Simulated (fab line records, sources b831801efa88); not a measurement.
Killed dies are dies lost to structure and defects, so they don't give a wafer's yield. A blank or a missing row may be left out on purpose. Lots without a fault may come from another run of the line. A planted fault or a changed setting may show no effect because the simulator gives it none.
fab line records | flow sky130
record lots=6 wafers=18 last_day=48
route steps=708 shown METAL3@561 VIA3@573 METAL4@598 PAD_OPEN@708
lots that met no fault: from a run of the same line without faults
start_h: hours from the record's first day to the start of the lot's first wafer shown | wait_h: hours since the lot's step before | " the same as in the row above | L1.1+2: a row that stands for several wafers | - no value, or no start given | * or withheld: withheld | < > ~ a bound
route shown NAME@n: a module of which the file shows steps, and the number in the route of the first | usual: mean/standard deviation of fault-free wafers | same: alike in all rows | chamber/n: place in a boat | sites: the reading at each site | _std_site: their standard deviation | _edge_site: outer sites' mean less inner sites' | radius_mm: how far each site lies from the wafer's centre | mask NAME#n: copy n | behind: the tool/chamber that last shaped the wafer | hold: why the lot was held/for how many hours/how that ended | device: the transistor (n, p or np) that didn't switch | end of line: the same wafers' tests at the end of the route | a step without rows: its recipe alone | killed: dies lost to structure and defects at the first sort, not the wafer's yield | map: a wafer's dies, x killed, . not, _ none there
set.NAME: the setting as run; set.NAME@STEP: as run at that earlier step | model.NAME: the simulator's own value behind a step, which no gauge read
lots at some steps of the route; a table a step, a row a wafer
services: from which hour (start_h, from the record's first day; less than 0 if before it) a tool's chamber was out of use, for how many hours, and why
## steps
# step SKY_METAL3_PEB_11
# recipe peb_temp_c=withheld peb_time_s=withheld resist=KrF-thick
# step SKY_METAL3_DEVELOP_12
# recipe develop_time_s=60 resist=KrF-thick dev_temp_c=20.23
# step SKY_METAL3_CD_MEAS_13
# recipe target_cd_nm=300
# usual cd_nm=299.9/1.3
# columns lot.wafer tool chamber start_h wait_h cd_nm
L741.1 cd_sem-01 - 933.61 - 298.5
L741.4 " - " " 299.3
L741.5 " - " " 299.9
L743.1 cd_sem-02 - 951.46 - 297.9
L743.3 " - " " 298.8
L743.4 " - " " 298.9
L742.1 cd_sem-02 - 953.74 - 301.5
L742.2 " - " " 298.9
L742.6 " - " " 300.2
L748.1 cd_sem-02 - 980.66 - 299.1
L748.2 " - " " 298.2
L748.3 " - " " 297.3
L751.1 cd_sem-01 - 993.36 - 300.1
L751.4 " - " " 300.0
L751.5 " - " " 300.1
L752.3 cd_sem-02 - 1003.53 - 301.0
L752.4 " - " " 301.8
L752.6 " - " " 301.0
# step SKY_METAL3_OVL_MEAS_14
# usual METAL3_OVL=2/6
# columns lot.wafer tool chamber start_h wait_h METAL3_OVL[nm]
L741.1 overlay-01 - 933.73 0.1 15
L741.4 " - " " 13
L741.5 " - " " 13
L743.1 overlay-01 - 951.58 0.1 0
L743.3 " - " " -3
L743.4 " - " " 3
L742.1 overlay-01 - 953.86 0.1 6
L742.2 " - " " 3
L742.6 " - " " -2
L748.1 overlay-02 - 980.78 0.1 -5
L748.2 " - " " -5
L748.3 " - " " -2
L751.1 overlay-01 - 993.48 0.1 8
L751.4 " - " " 10
L751.5 " - " " 5
L752.3 overlay-02 - 1003.62 0.1 6
L752.4 " - " " 7
L752.6 " - " " 0
# step SKY_METAL3_DESCUM_15
# recipe chemistry=O2 source_power_w=150 bias_power_w=0 pressure_mtorr=10 temp_c=40 time_s=8
# step SKY_METAL3_ETCH_16
# recipe chemistry=N2/H2 target=BARC ion_energy_ev=200 bias_w=100 pressure_mtorr=30 n2_flow_sccm=100 h2_flow_sccm=200 icp_w=500 stop_on=SiO2 time_s=88.2 target_depth_a=600
# step SKY_METAL3_ETCH_17
# recipe target=SiO2 stop_on=TiN chemistry=C4F8/O2/Ar source_w=1500 bias_w=1200 pressure_mtorr=40 c4f8_flow_sccm=withheld O2_flow_sccm=6 Ar_flow_sccm=300 time_s=3.9 target_depth_a=150
# step SKY_METAL3_METAL_ETCH_18
# recipe target_depth_a=8450 stop_on=SiO2 over_etch_frac=0.3 time_s=183.1 chemistry=Cl2/BCl3 resist_sidewall_deg=88 pressure_mtorr=10 icp_w=900 bias_w=48.5 Cl2_flow_sccm=60 bcl3_flow_sccm=30
# usual drypump_motor_current_A=6.1/0.44 oes_product_au=0.867/0.0065 throttle_valve_pct=22.265/0.0091
# columns lot.wafer tool chamber start_h wait_h drypump_motor_current_A oes_product_au rf_hours_counter_h throttle_valve_pct
L741.1 rie_metal-01 0 933.92 0.0 6.6 0.868 14 22.251
L741.4 " 1 " " 5.4 0.876 - 22.262
L741.5 " 1 " " 5.4 0.876 - 22.282
L743.1 rie_metal-02 0 951.77 0.0 6.5 0.867 4 22.261
L743.3 " 0 " " 6.5 0.868 - 22.266
L743.4 " 1 " " 6.1 0.872 - 22.284
L742.1 rie_metal-03 1 954.05 0.0 6.3 0.865 16 22.264
L742.2 " 0 " " 5.5 0.866 1 22.260
L742.6 " 1 " " 6.3 0.861 - 22.262
L748.1 rie_metal-02 0 980.97 0.0 6.6 0.873 6 22.268
L748.2 " 1 " " 6.1 0.871 7 22.247
L748.3 " 1 " " 6.1 0.870 - 22.276
L751.1 rie_metal-02 0 993.67 0.0 6.5 0.877 7 22.258
L751.4 " 1 " " 6.1 0.874 - 22.260
L751.5 " 1 " " 6.1 0.862 - 22.267
L752.3 rie_metal-03 0 1003.85 0.1 5.4 0.873 - 22.270
L752.4 " 1 " " 6.3 0.865 - 22.274
L752.6 " 1 " " 6.3 0.866 - 22.271
# step SKY_METAL3_STRIP_19
# recipe chemistry=O2/N2 power_w=1400 pressure_mtorr=1500 platen_temp_c=withheld o2_flow_sccm=3000 n2_flow_sccm=300 overash_fraction=0.5
# step SKY_METAL3_STRIP_20
# recipe chemistry=post_etch_residue_remover time_s=1200 temp_c=72.5
# step SKY_METAL3_CLEAN_21
# recipe chemistry=IPA time_s=180 temp_c=25
# step SKY_METAL3_CLEAN_22
# recipe chemistry=O3/DIW dry=n2_spin
# step SKY_VIA3_HDPCVD_00
# recipe material=SiO2 target_thk_nm=1635 sigma_open_frac=0.3 time_s=272.5 temp_c=400 sih4_flow_sccm=60 pressure_mtorr=6
# columns lot.wafer tool chamber start_h wait_h
L741.1+4+5 hdpcvd-01 0,2,0 934.72 0.0
L743.1+3+4 hdpcvd-01 1,2,1 952.53 0.0
L742.1+2+6 hdpcvd-01 2,0,1 954.91 0.0
L748.1+2+3 hdpcvd-01 1,0,2 982.08 0.0
L751.1+4+5 hdpcvd-01 0,0,2 994.43 0.0
L752.3+4+6 hdpcvd-01 1,2,0 1004.56 0.0
# step SKY_VIA3_THK_MEAS_01
# recipe reads=SiO2_of_VIA3_HDPCVD_00
# usual VIA3_HDPCVD_THK=1628/17
# columns lot.wafer tool chamber start_h wait_h VIA3_HDPCVD_THK[nm]
L741.1 film_metro-03 - 934.89 0.1 1597
L741.4 " - " " 1612
L741.5 " - " " 1613
L743.1 film_metro-03 - 952.79 0.2 1610
L743.3 " - " " 1640
L743.4 " - " " 1614
L742.1 film_metro-03 - 955.08 0.1 1632
L742.2 " - " " 1621
L742.6 " - " " 1625
L748.1 film_metro-04 - 982.24 0.1 1612
L748.2 " - " " 1644
L748.3 " - " " 1639
L751.1 film_metro-02 - 994.60 0.1 1671
L751.4 " - " " 1677
L751.5 " - " " 1664
L752.3 film_metro-02 - 1004.75 0.1 1642
L752.4 " - " " 1655
L752.6 " - " " 1660
# step SKY_VIA3_CMP_02
# recipe material=SiO2 down_force_psi=4 platen_rpm=60 pad_velocity_m_s=0.94248
# usual motor_current_A=12.1/1.2
# columns lot.wafer tool chamber start_h wait_h motor_current_A
L741.1 cmp-02 3 935.05 0.1 10.7
L741.4 " 0 " " 11.2
L741.5 " 2 " " 13.2
L743.3 cmp-02 3 952.85 0.0 10.3
L743.1 " 0 " " 11.5
L743.4 " 2 " " 12.5
L742.2 cmp-01 0 955.19 0.1 11.9
L742.1 " 2 " " 11.3
L742.6 " 0 " " 10.9
L748.3 cmp-02 0 982.30 0.0 11.1
L748.1 " 2 " " 12.3
L748.2 " 3 " " 10.1
L751.4 cmp-02 1 994.66 0.0 12.5
L751.1 " 2 " " 12.7
L751.5 " 2 " " 12.6
L752.4 cmp-01 2 1004.84 0.1 12.0
L752.3 " 0 " " 12.1
L752.6 " 1 " " 13.8
# step SKY_VIA3_BOW_MEAS_03
# recipe mode=bow
# usual VIA3_BOW=78/8.4
# columns lot.wafer tool chamber start_h wait_h VIA3_BOW[um]
L741.1 film_metro-02 - 935.25 0.1 77
L741.4 " - " " 80
L741.5 " - " " 69
L743.1 film_metro-04 - 953.15 0.2 77
L743.3 " - " " 80
L743.4 " - " " 72
L742.1 film_metro-02 - 955.44 0.1 77
L742.2 " - " " 59
L742.6 " - " " 81
L748.1 film_metro-04 - 982.60 0.1 74
L748.2 " - " " 65
L748.3 " - " " 74
L751.1 film_metro-03 - 994.96 0.2 73
L751.4 " - " " 82
L751.5 " - " " 89
L752.3 film_metro-03 - 1005.13 0.1 81
L752.4 " - " " 88
L752.6 " - " " 74
# step SKY_VIA3_DEHYDRATE_04
# recipe temp_c=200 time_s=60
# step SKY_VIA3_HMDS_05
# recipe prime_time_s=60 prime_temp_c=120
# step SKY_VIA3_COAT_06
# recipe resist=BARC temp_c=withheld time_s=withheld spin_rpm=3000 resist_thk_nm=60
# step SKY_VIA3_COAT_07
# recipe resist=KrF-thick spin_rpm=3000 resist_thk_nm=450
# step SKY_VIA3_SOFTBAKE_08
# recipe temp_c=100 time_s=90 resist=KrF-thick
# step SKY_VIA3_EXPOSE_09
# recipe mask_id=VIM3 na=0.8 source_shape=annular sigma_inner=0.55 sigma_outer=0.85 target_cd_nm=200 dose_mj=38
# step SKY_VIA3_PEB_10
# recipe peb_temp_c=withheld peb_time_s=withheld resist=KrF-thick
# step SKY_VIA3_DEVELOP_11
# recipe develop_time_s=60 resist=KrF-thick dev_temp_c=21
# step SKY_VIA3_CD_MEAS_12
# recipe target_cd_nm=200
# usual cd_nm=200.0/1.4
# columns lot.wafer tool chamber start_h wait_h cd_nm
L741.1 cd_sem-01 - 958.64 - 200.5
L741.4 " - " " 200.2
L741.5 " - " " 200.1
L743.1 cd_sem-01 - 977.49 - 200.6
L743.3 " - " " 201.6
L743.4 " - " " 201.4
L742.1 cd_sem-01 - 980.15 - 200.7
L742.2 " - " " 200.8
L742.6 " - " " 200.8
L748.1 cd_sem-01 - 1006.69 - 202.4
L748.2 " - " " 204.7
L748.3 " - " " 205.3
L751.1 cd_sem-01 - 1018.55 - 199.9
L751.4 " - " " 200.6
L751.5 " - " " 199.2
L752.3 cd_sem-02 - 1027.06 - 199.4
L752.4 " - " " 197.3
L752.6 " - " " 199.1
# step SKY_VIA3_OVL_MEAS_13
# usual VIA3_OVL=-3/6
# columns lot.wafer tool chamber start_h wait_h VIA3_OVL[nm]
L741.1 overlay-01 - 958.76 0.1 -10
L741.4 " - " " -4
L741.5 " - " " -9
L743.1 overlay-02 - 977.61 0.1 -9
L743.3 " - " " 1
L743.4 " - " " -1
L742.1 overlay-01 - 980.27 0.1 -10
L742.2 " - " " -11
L742.6 " - " " -12
L748.1 overlay-02 - 1006.81 0.1 -3
L748.2 " - " " 0
L748.3 " - " " -6
L751.1 overlay-02 - 1018.67 0.1 -9
L751.4 " - " " 2
L751.5 " - " " -8
L752.3 overlay-02 - 1027.15 0.1 -3
L752.4 " - " " -8
L752.6 " - " " -13
# step SKY_VIA3_ETCH_14
# recipe chemistry=N2/H2 target=BARC ion_energy_ev=200 source_w=500 bias_w=100 pressure_mtorr=30 n2_flow_sccm=100 h2_flow_sccm=200 stop_on=SiO2 time_s=45.9 target_depth_a=600
# usual drypump_motor_current_A=5.8/0.47 oes_product_au=0.855/0.005 throttle_valve_pct=13.225/0.01
# columns lot.wafer tool chamber start_h wait_h drypump_motor_current_A oes_product_au rf_hours_counter_h throttle_valve_pct
L741.1 rie_diel-01 3 958.80 0.0 5.3 0.849 15 13.212
L741.4 " 0 " " 5.7 0.857 - 13.218
L741.5 " 1 " " 6.4 0.850 - 13.216
L743.1 rie_diel-04 1 977.65 0.0 5.7 0.862 20 13.244
L743.3 " 3 " " 6.2 0.856 17 13.213
L743.4 " 1 " " 5.7 0.854 - 13.223
L742.1 rie_diel-01 2 980.31 0.0 5.4 0.859 1 13.235
L742.2 " 1 " " 6.3 0.857 19 13.222
L742.6 " 2 " " 5.4 0.863 - 13.209
L748.1 rie_diel-04 0 1006.85 0.0 6.5 0.851 8 13.244
L748.2 " 1 " " 5.7 0.855 21 13.221
L748.3 " 3 " " 6.2 0.842 18 13.212
L751.1 rie_diel-04 1 1018.71 0.0 5.7 0.863 22 13.219
L751.4 " 0 " " 6.5 0.863 9 13.226
L751.5 " 1 " " 5.7 0.853 - 13.234
L752.3 rie_diel-04 2 1027.18 0.0 5.2 0.852 17 13.217
L752.4 " 2 " " 5.2 0.850 - 13.214
L752.6 " 3 " " 6.2 0.857 - 13.218
# step SKY_VIA3_ETCH_15
# recipe target=SiO2 chemistry=C4F8/O2/Ar target_depth_nm=507 stop_on=TiN mask_material=KrF-thick source_w=1500 bias_w=1200 pressure_mtorr=40 c4f8_flow_sccm=withheld O2_flow_sccm=6 Ar_flow_sccm=300 time_s=78
# step SKY_VIA3_STRIP_16
# recipe chemistry=O2/N2 power_w=1400 pressure_mtorr=1500 platen_temp_c=withheld o2_flow_sccm=3000 n2_flow_sccm=300 overash_fraction=0.5
# step SKY_VIA3_STRIP_17
# recipe chemistry=post_etch_residue_remover time_s=1200 temp_c=72.5
# step SKY_VIA3_CLEAN_18
# recipe chemistry=IPA time_s=180 temp_c=25
# step SKY_VIA3_CLEAN_19
# recipe chemistry=O3/DIW dry=n2_spin
# step SKY_VIA3_SPUTTER_20
# recipe material=TiN target_thk_nm=20 chamber_pressure_pa=5 power_w=4000 time_s=80
# step SKY_VIA3_CVD_21
# recipe material=W target_thk_nm=390 time_s=117.31 temp_c=400 pressure_torr=40
# step SKY_VIA3_RS_MEAS_22
# recipe thk_meas_gauge=four-point-probe reads=W_of_VIA3_CVD_21+TiN_of_VIA3_SPUTTER_20
# usual VIA3_W_RS=0.294/0.0035
# columns lot.wafer tool chamber start_h wait_h VIA3_W_RS[ohm/sq]
L741.1 film_metro-04 - 959.67 0.1 0.293
L741.4 " - " " 0.292
L741.5 " - " " 0.292
L743.1 film_metro-02 - 978.52 0.1 0.299
L743.3 " - " " 0.293
L743.4 " - " " 0.294
L742.1 film_metro-04 - 981.36 0.1 0.293
L742.2 " - " " 0.294
L742.6 " - " " 0.297
L748.1 film_metro-02 - 1007.72 0.1 0.296
L748.2 " - " " 0.292
L748.3 " - " " 0.298
L751.1 film_metro-03 - 1019.68 0.1 0.289
L751.4 " - " " 0.290
L751.5 " - " " 0.291
L752.3 film_metro-03 - 1028.53 0.1 0.294
L752.4 " - " " 0.291
L752.6 " - " " 0.292
# step SKY_VIA3_THK_MEAS_23
# recipe thk_meas_gauge=xrf reads=W_of_VIA3_CVD_21
# usual VIA3_W_THK=388/5
# columns lot.wafer tool chamber start_h wait_h VIA3_W_THK[nm]
L741.1 film_metro-04 - 959.79 0.1 389
L741.4 " - " " 391
L741.5 " - " " 390
L743.1 film_metro-02 - 978.64 0.1 381
L743.3 " - " " 389
L743.4 " - " " 387
L742.1 film_metro-04 - 981.48 0.1 392
L742.2 " - " " 393
L742.6 " - " " 387
L748.1 film_metro-02 - 1007.84 0.1 385
L748.2 " - " " 389
L748.3 " - " " 384
L751.1 film_metro-03 - 1019.80 0.1 400
L751.4 " - " " 397
L751.5 " - " " 398
L752.3 film_metro-03 - 1028.63 0.1 391
L752.4 " - " " 397
L752.6 " - " " 393
# step SKY_VIA3_CMP_24
# recipe stop_on=SiO2 t_overpolish_s=20 down_force_psi=3.5 platen_rpm=60 target_thk_nm=0 pad_velocity_m_s=0.94248
# usual motor_current_A=11.3/1.1 overpolish_run_s=20.000/0.0087 time_to_endpoint_s=95/3.2
# columns lot.wafer tool chamber start_h wait_h motor_current_A overpolish_run_s time_to_endpoint_s
L741.1 cmp-01 0 959.90 0.1 9.9 19.998 93
L741.4 " 2 " " 11.5 19.997 92
L741.5 " 3 " " 12.8 19.991 99
L743.4 cmp-01 3 978.70 0.0 13.0 20.010 93
L743.1 " 0 " " 10.3 20.011 92
L743.3 " 1 " " 12.8 19.992 97
L742.2 cmp-01 0 981.54 0.0 10.1 20.010 93
L742.1 " 3 " " 12.8 20.003 96
L742.6 " 0 " " 10.8 20.002 90
L748.3 cmp-02 3 1007.95 0.1 9.5 20.006 93
L748.1 " 0 " " 10.2 20.015 92
L748.2 " 1 " " 11.7 19.995 95
L751.4 cmp-02 0 1019.91 0.1 10.8 20.011 95
L751.1 " 2 " " 12.0 19.991 95
L751.5 " 0 " " 10.5 20.009 94
L752.4 cmp-01 0 1028.67 0.0 10.3 20.012 94
L752.3 " 3 " " 12.7 20.005 95
L752.6 " 0 " " 10.5 20.012 96
# step SKY_METAL4_SPUTTER_00
# recipe material=Ti target_thk_nm=15 power_w=2933 time_s=10 chamber_pressure_pa=0.4
# step SKY_METAL4_SPUTTER_01
# recipe material=TiN target_thk_nm=20 power_w=6500 time_s=16.7 chamber_pressure_pa=0.4
# step SKY_METAL4_SPUTTER_02
# recipe material=AlCu target_thk_nm=735 power_w=10600 time_s=39.1 chamber_pressure_pa=0.4
# step SKY_METAL4_SPUTTER_03
# recipe material=Ti target_thk_nm=5 power_w=3000 time_s=3.3 chamber_pressure_pa=0.4
# usual throttle_valve_pct=30.1/0.7
# columns lot.wafer tool chamber start_h wait_h throttle_valve_pct
L741.1 pvd_sputter-04 - 960.24 0.0 29.0
L741.4 " - " " 30.4
L741.5 " - " " 31.0
L743.1 pvd_sputter-04 - 979.09 0.0 30.3
L743.3 " - " " 30.6
L743.4 " - " " 31.0
L742.1 pvd_sputter-02 - 981.93 0.0 30.1
L742.2 " - " " 30.6
L742.6 " - " " 29.4
L748.1 pvd_sputter-04 - 1008.29 0.0 31.1
L748.2 " - " " 28.8
L748.3 " - " " 30.5
L751.1 pvd_sputter-03 - 1020.25 0.0 29.3
L751.4 " - " " 29.3
L751.5 " - " " 28.9
L752.3 pvd_sputter-04 - 1029.05 0.0 31.1
L752.4 " - " " 29.1
L752.6 " - " " 30.5
# step SKY_METAL4_SPUTTER_04
# recipe material=TiN target_thk_nm=70 power_w=6728 time_s=58.3 chamber_pressure_pa=0.4
# step SKY_PAD_OPEN_PROBE_99
# usual defect_limited_yield=82.4/1.8 killed_at_M0_to_M3=43/6.8 killed_at_M4_up=3.1/1.6 killed_at_contacts=24/5.4 killed_at_front_end=16/4.4 killed_at_other=0.2/0.48 killed_dies=87/8.8 killed_open=48/6.4 killed_short=39/6.2 sort_bin_3_pad_short=0.9/0.43 sort_bin_5_function=10.5/1.4 sort_bin_6_memory=6.2/1.1 sort_n_pass=405/8.8 sort_yield_pct=82.4/1.8
# same gross_dies=492 killed_at_back_side=0 sort_bin_4_leakage[%]=0 sort_bin_8_speed[%]=0
# columns lot.wafer tool chamber start_h wait_h defect_limited_yield[%] killed_at_M0_to_M3 killed_at_M4_up killed_at_contacts killed_at_front_end killed_at_other killed_dies killed_open killed_short sort_bin_3_pad_short[%] sort_bin_5_function[%] sort_bin_6_memory[%] sort_n_pass sort_yield_pct[%] model.etest.tester.sort_n_pass model.etest.tester.sort_yield_pct model.etest.tester.sort_bin_5_pct model.etest.tester.sort_bin_3_pct
L741.1 prober-02 - 1101.12 0.1 83.3 43 4 23 12 0 82 42 40 0.8 9.6 6.3 410 83.3 410 83.33 9.553 0.813
L741.4 prober-02 - 1101.27 0.2 80.9 46 4 31 12 1 94 52 42 1.0 12.0 6.1 398 80.9 398 80.89 11.99 1.016
L741.5 prober-02 - 1101.32 0.2 83.7 43 2 18 16 1 80 40 40 0.2 10.2 5.9 412 83.7 412 83.74 10.16 0.2033
L743.1 prober-01 - 1116.41 0.1 81.7 47 6 26 11 0 90 48 42 1.0 11.6 5.7 402 81.7 402 81.71 11.59 1.016
L743.3 prober-01 - 1116.51 0.2 82.7 52 4 20 9 0 85 56 29 1.4 8.5 7.3 407 82.7 407 82.72 8.537 1.423
L743.4 prober-01 - 1116.56 0.2 83.3 44 1 24 12 1 82 49 33 0.4 10.2 6.1 410 83.3 410 83.33 10.16 0.4065
L742.1 prober-02 - 1118.58 0.1 84.6 37 3 20 15 1 76 39 37 0.6 9.6 5.3 416 84.6 416 84.55 9.553 0.6098
L742.2 prober-02 - 1118.63 0.1 81.9 42 3 29 15 0 89 40 49 1.2 9.8 7.1 403 81.9 403 81.91 9.756 1.22
L742.6 prober-02 - 1118.83 0.2 84.8 49 1 15 10 0 75 39 36 1.4 9.8 4.1 417 84.8 417 84.76 9.756 1.423
L748.1 prober-01 - 1141.58 0.1 83.9 43 0 21 15 0 79 45 34 1.2 9.3 5.5 413 83.9 413 83.94 9.35 1.22
L748.2 prober-01 - 1141.63 0.1 81.9 38 1 29 21 0 89 45 44 1.0 10.4 6.7 403 81.9 403 81.91 10.37 1.016
L748.3 prober-01 - 1141.68 0.2 79.5 47 1 33 20 0 101 58 43 1.4 10.8 8.3 391 79.5 391 79.47 10.77 1.423
L751.1 prober-02 - 1151.69 0.1 78.7 62 5 21 17 0 105 44 35 0.8 15.0 5.5 387 78.7 387 78.66 15.04 0.813
L751.4 prober-02 - 1151.84 0.2 77.2 74 5 18 14 1 112 47 35 2.2 14.4 6.1 380 77.2 380 77.24 14.43 2.236
L751.5 prober-02 - 1151.89 0.2 79.7 69 0 20 10 1 100 37 29 1.6 12.6 6.1 392 79.7 392 79.67 12.6 1.626
L752.3 prober-01 - 1157.92 0.2 77.8 70 4 23 12 0 109 53 33 1.8 14.6 5.7 383 77.8 383 77.85 14.63 1.829
L752.4 prober-01 - 1157.97 0.2 78.0 74 2 15 17 0 108 45 31 2.4 12.6 6.9 384 78.0 384 78.05 12.6 2.439
L752.6 prober-01 - 1158.07 0.2 76.4 84 3 19 10 0 116 46 42 1.8 14.2 7.5 376 76.4 376 76.42 14.23 1.829
# killed by level:class
L741.1 METAL1:geometric_particle:short=10 CONTACT:geometric_particle:short=7 CONTACT:geometric_particle:open=7 VIA2:geometric_particle:open=7 LI_CONTACT:geometric_particle:open=6 VIA1:geometric_particle:open=6 VIA3:geometric_particle:open=6 POLY_GATE:geometric_particle:open=4
L741.4 CONTACT:geometric_particle:open=16 METAL1:geometric_particle:short=8 LI_CONTACT:geometric_particle:open=7 VIA3:geometric_particle:open=7 VIA1:geometric_particle:open=6 METAL3:geometric_particle:short=6 VIA1:geometric_particle:short=5 FIELD_ISO:geometric_particle:open=4
L741.5 METAL1:geometric_particle:short=10 LI_CONTACT:geometric_particle:open=9 VIA1:geometric_particle:open=7 VIA1:geometric_particle:short=6 FIELD_ISO:geometric_particle:open=5 CONTACT:geometric_particle:open=5 POLY_GATE:geometric_particle:short=4 METAL3:geometric_particle:short=4
L743.1 VIA1:geometric_particle:open=12 CONTACT:geometric_particle:open=10 LI_CONTACT:geometric_particle:open=7 POLY_GATE:geometric_particle:short=6 VIA2:geometric_particle:open=6 METAL4:geometric_particle:short=5 VIA2:geometric_particle:short=4 LI_CONTACT:geometric_particle:short=4
L743.3 VIA1:geometric_particle:open=20 CONTACT:geometric_particle:open=7 VIA3:geometric_particle:open=6 LI_CONTACT:geometric_particle:open=6 METAL1:geometric_particle:short=5 VIA2:geometric_particle:open=4 METAL4:geometric_particle:short=4 FIELD_ISO:geometric_particle:open=3
L743.4 VIA1:geometric_particle:open=12 LI_CONTACT:geometric_particle:open=8 METAL2:geometric_particle:short=7 CONTACT:geometric_particle:open=7 POLY_GATE:geometric_particle:open=5 VIA1:geometric_particle:short=5 VIA2:geometric_particle:open=5 VIA3:geometric_particle:open=5
L742.1 VIA1:geometric_particle:open=11 METAL1:geometric_particle:short=8 CONTACT:geometric_particle:open=7 FIELD_ISO:geometric_particle:open=5 VIA2:geometric_particle:open=5 LI_CONTACT:geometric_particle:open=5 CONTACT:geometric_particle:short=4 METAL2:geometric_particle:short=4
L742.2 CONTACT:geometric_particle:open=12 METAL2:geometric_particle:short=9 VIA1:geometric_particle:open=7 LI_CONTACT:geometric_particle:short=6 POLY_GATE:geometric_particle:short=5 VIA1:geometric_particle:short=5 METAL3:geometric_particle:short=5 LI_CONTACT:geometric_particle:open=4
L742.6 VIA1:geometric_particle:open=12 VIA2:geometric_particle:open=7 CONTACT:geometric_particle:open=6 METAL1:geometric_particle:short=6 METAL2:geometric_particle:short=5 VIA1:geometric_particle:short=5 LI_CONTACT:geometric_particle:open=4 METAL2:geometric_particle:open=4
L748.1 VIA1:geometric_particle:open=9 CONTACT:geometric_particle:open=7 VIA2:geometric_particle:open=6 METAL2:geometric_particle:short=6 VIA3:geometric_particle:open=6 VIA1:geometric_particle:short=5 LI_CONTACT:geometric_particle:open=4 CONTACT:geometric_particle:short=4
L748.2 CONTACT:geometric_particle:open=10 VIA1:geometric_particle:short=9 LI_CONTACT:geometric_particle:open=7 CONTACT:geometric_particle:short=7 FIELD_ISO:geometric_particle:open=6 VIA2:geometric_particle:open=6 POLY_GATE:geometric_particle:open=5 VIA1:geometric_particle:open=5
L748.3 CONTACT:geometric_particle:open=13 VIA1:geometric_particle:open=11 LI_CONTACT:geometric_particle:open=7 VIA3:geometric_particle:open=7 LOCAL_INTERCONNECT:geometric_particle:short=6 VIA1:geometric_particle:short=6 FIELD_ISO:geometric_particle:short=5 FIELD_ISO:geometric_particle:open=5
L751.1 VIA3:unspecified=26 CONTACT:geometric_particle:open=12 VIA1:geometric_particle:open=8 VIA2:geometric_particle:open=7 POLY_GATE:geometric_particle:short=4 LI_CONTACT:geometric_particle:open=4 METAL2:geometric_particle:short=4 METAL4:geometric_particle:short=4
L751.4 VIA3:unspecified=30 VIA1:geometric_particle:open=12 CONTACT:geometric_particle:open=10 VIA2:geometric_particle:open=6 VIA3:geometric_particle:open=5 METAL2:geometric_particle:short=5 POLY_GATE:geometric_particle:short=4 POLY_GATE:geometric_particle:open=4
L751.5 VIA3:unspecified=34 CONTACT:geometric_particle:open=9 LI_CONTACT:geometric_particle:open=7 VIA3:geometric_particle:open=7 VIA1:geometric_particle:short=6 METAL2:geometric_particle:short=5 VIA2:geometric_particle:open=4 VIA1:geometric_particle:open=4
L752.3 VIA3:unspecified=23 VIA1:geometric_particle:open=17 CONTACT:geometric_particle:open=10 VIA3:geometric_particle:open=7 VIA2:geometric_particle:open=6 CONTACT:geometric_particle:short=5 VIA3:geometric_particle:short=5 FIELD_ISO:geometric_particle:open=4
L752.4 VIA3:unspecified=32 VIA1:geometric_particle:open=10 VIA1:geometric_particle:short=7 VIA2:geometric_particle:open=7 CONTACT:geometric_particle:open=6 FIELD_ISO:geometric_particle:open=4 POLY_GATE:geometric_particle:open=4 LI_CONTACT:geometric_particle:open=4
L752.6 VIA3:unspecified=28 VIA1:geometric_particle:open=15 LI_CONTACT:geometric_particle:open=8 VIA3:geometric_particle:short=7 FIELD_ISO:geometric_particle:short=6 VIA2:geometric_particle:open=5 VIA2:geometric_particle:short=5 VIA3:geometric_particle:open=5
# map L751.4 (x killed, . not)
__________.....x...._________
________...........x.._______
______.x.....x..x......._____
_____............x....x..____
____....x..xx..xxx....x...___
___.x...x...........x.....x__
__..........x.x......x..x..._
_......xx.............x..x..x
_..x.x.xx...........xx.x....x
_x.....x..x.x...............x
_.x....x.x...x......x........
_x......x...........x.....x.x
_x.....x.......x...x....x.x..
_.................xx.....xx..
_.........x..x.x......x.x.xx.
__..xx..xx...x.......xxxxxx._
___....x.......x......xxxxx__
____.xx..x.........xxxxxxx___
_____..x..x..x.......xxxx____
______...............xxx_____
________....xx......x._______
__________x..x.x...x_________
# map L752.6 (x killed, . not)
__________x.x......._________
________.xx..x..x....._______
______.x..x.x....xx....._____
_____............x.x....x____
____........x...x.........___
___..x.........x..x.....x.x__
__x.........x..x............_
_..x.......xx.xx....x..x..xx.
_..........xx.x....x.xxx....x
_......x...xxx...x.x.........
_..x.......xx..x..........x..
_...........x....xx.x....x..x
_.xx..x......x.........x.x..x
_...x.x..x.....x...x.....xx..
_..x.......x............xx..x
__....xx..............xxxxxx_
___.....x........x...xxxxxx__
____............x...xxxxxx___
_____.x.x..........x.xxxx____
______...........x.x.xxx_____
________............xx_______
__________.x.....x.._________
## services
# columns tool chamber start_h hours kind
rie_diel-04 - 910.42 2.1 repair
pvd_sputter-03 - 912.09 11.4 repair
cmp-01 - 912.11 4.0 pm
rie_diel-01 - 912.76 14.6 pm
cmp-01 - 916.11 - consumable_replace:conditioner
pvd_sputter-04 - 921.38 9.3 repair
rie_diel-01 1 927.38 7.2 repair
pvd_sputter-03 - 928.44 5.1 repair
cmp-02 - 938.13 0.3 repair
cmp-02 - 943.38 0.5 repair
hdpcvd-01 0 944.70 9.0 repair
rie_diel-04 3 956.49 8.2 repair
rie_diel-04 2 965.59 30.5 repair
pvd_sputter-02 - 972.30 2.4 repair
rie_diel-04 0 983.80 3.0 repair
rie_metal-01 - 992.00 36.1 repair
cmp-02 - 995.38 1.0 repair
pvd_sputter-03 - 1003.58 5.0 repair
cmp-01 - 1005.54 5.3 pm
cmp-02 - 1012.54 1.5 repair
cmp-01 - 1014.56 8.1 repair
rie_diel-01 2 1025.53 2.7 repair
rie_diel-04 0 1027.04 2.8 repair
rie_metal-01 - 1028.12 1.4 pm
## key
first_sign step=SKY_PAD_OPEN_PROBE_99 reading=killed_at_M0_to_M3 direction=up sigmas=4.2 usual=43 struck=72
effect step=SKY_PAD_OPEN_PROBE_99 reading=sort_bin_5_function direction=up sigmas=2.5 usual=10.5 struck=13.9 wafers_moved=4
model_effect step=SKY_PAD_OPEN_PROBE_99 value=etest.tester.sort_n_pass without=410 struck=383.7
met_at SKY_VIA3_HDPCVD_00
struck_wafers L751.1,L751.4,L751.5,L752.3,L752.4,L752.6
onset_between 982.08 994.43
also_fits time
fault kind=chamber_particle_source tool=hdpcvd-01 chamber=- onset_h=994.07 steps=SKY_VIA3_HDPCVD_00 rate_per_visit_cm2=0.55883 end_h=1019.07
